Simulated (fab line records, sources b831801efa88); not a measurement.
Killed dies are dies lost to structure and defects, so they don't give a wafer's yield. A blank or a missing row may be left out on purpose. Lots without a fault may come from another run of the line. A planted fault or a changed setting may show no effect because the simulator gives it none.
Which tool did it? | flow sfq_line | 15 lots, 45 wafers sampled, at 2 steps of a route of 325

WHAT THE GAUGES READ, wafer by wafer
SFQ_M6_RS_MEAS_938: measures by four-point-probe. Usual: M6_NB_RS 0.885 ohm/sq, standard deviation 0.0082.
lot  | measured     | on            | M6_NB_RS (ohm/sq) | flag
L335 | day 62 19:40 | film_metro-04 | 0.879 0.874 0.885 |
L336 | day 62 22:04 | film_metro-04 | 0.871 0.880 0.889 |
L337 | day 63 04:02 | film_metro-04 | 0.893 0.886 0.890 |
L338 | day 63 20:43 | film_metro-03 | 0.872 0.871 0.873 |
L339 | day 64 02:13 | film_metro-03 | 0.888 0.882 0.883 |
L340 | day 64 16:02 | film_metro-04 | 0.873 0.883 0.887 |
L341 | day 65 12:27 | film_metro-01 | 0.877 0.871 0.888 |
L344 | day 66 18:16 | film_metro-03 | 0.884 0.878 0.867 |
L345 | day 70 23:10 | film_metro-03 | 0.880 0.885 0.891 |
L346 | day 71 12:22 | film_metro-03 | 0.876 0.882 0.888 |
L348 | day 71 19:33 | film_metro-03 | 0.874 0.878 0.874 |
L349 | day 71 23:10 | film_metro-03 | 0.886 0.880 0.884 |
L350 | day 72 00:59 | film_metro-04 | 0.884 0.892 0.885 |
L351 | day 72 02:47 | film_metro-03 | 0.892 0.895 0.896 |
L352 | day 72 06:07 | film_metro-03 | 0.890 0.894 0.884 |

SFQ_M6_OVL_MEAS_940. Usual: M6_OVL 1 nm, standard deviation 6.1.
lot  | measured     | on         | M6_OVL (nm) | flag
L335 | day 63 01:35 | overlay-02 | 2 0 3       |
L336 | day 63 04:05 | overlay-01 | 4 1 3       |
L337 | day 63 08:52 | overlay-01 | 6 1 -9      |
L338 | day 64 01:29 | overlay-01 | -13 4 -3    |
L339 | day 64 04:38 | overlay-01 | -8 2 -5     |
L340 | day 64 18:27 | overlay-02 | -4 5 -8     |
L341 | day 70 02:04 | overlay-01 | -5 9 -9     |
L344 | day 71 05:20 | overlay-01 | -3 -4 -7    |
L345 | day 74 00:29 | overlay-02 | -1 1 -1     |
L346 | day 74 19:31 | overlay-02 | 3 14 7      |
L348 | day 75 05:07 | overlay-02 | 9 -1 2      |
L349 | day 75 07:31 | overlay-02 | 10 10 4     |
L350 | day 75 08:44 | overlay-01 | -6 2 -7     |
L351 | day 75 12:20 | overlay-02 | 5 9 8       |
L352 | day 75 17:07 | overlay-02 | -3 -3 6     |

WHICH TOOL RAN EACH LOT (tool, then ch and the chambers of the sampled wafers, then the start)
The record holds no process step before these readings.

WHAT THE TOOLS THEMSELVES READ (means of the sampled wafers that have a number; where no wafer has one, the mark that the record gives instead)
The record holds no such reading with a usual standard deviation.

THE ANSWER, worked out from the rows above alone
Rule: a lot is off if the mean of its wafers that have a number lies more than 3 standard deviations from the usual mean. A lot without any number at a reading at which 4 lots or more have one is off too. The other lots that the step has rows for count as sound. The gauges are gone through in route order, then the tools' own readings, and for those a lot's mean is taken as printed above. The first step at which some lot is off is used, and at that step the reading that is off furthest; a lot without a number counts as furthest.
No lot is off at any reading shown: from this, nothing can be told.

WHAT THE SIMULATOR HAD PUT IN
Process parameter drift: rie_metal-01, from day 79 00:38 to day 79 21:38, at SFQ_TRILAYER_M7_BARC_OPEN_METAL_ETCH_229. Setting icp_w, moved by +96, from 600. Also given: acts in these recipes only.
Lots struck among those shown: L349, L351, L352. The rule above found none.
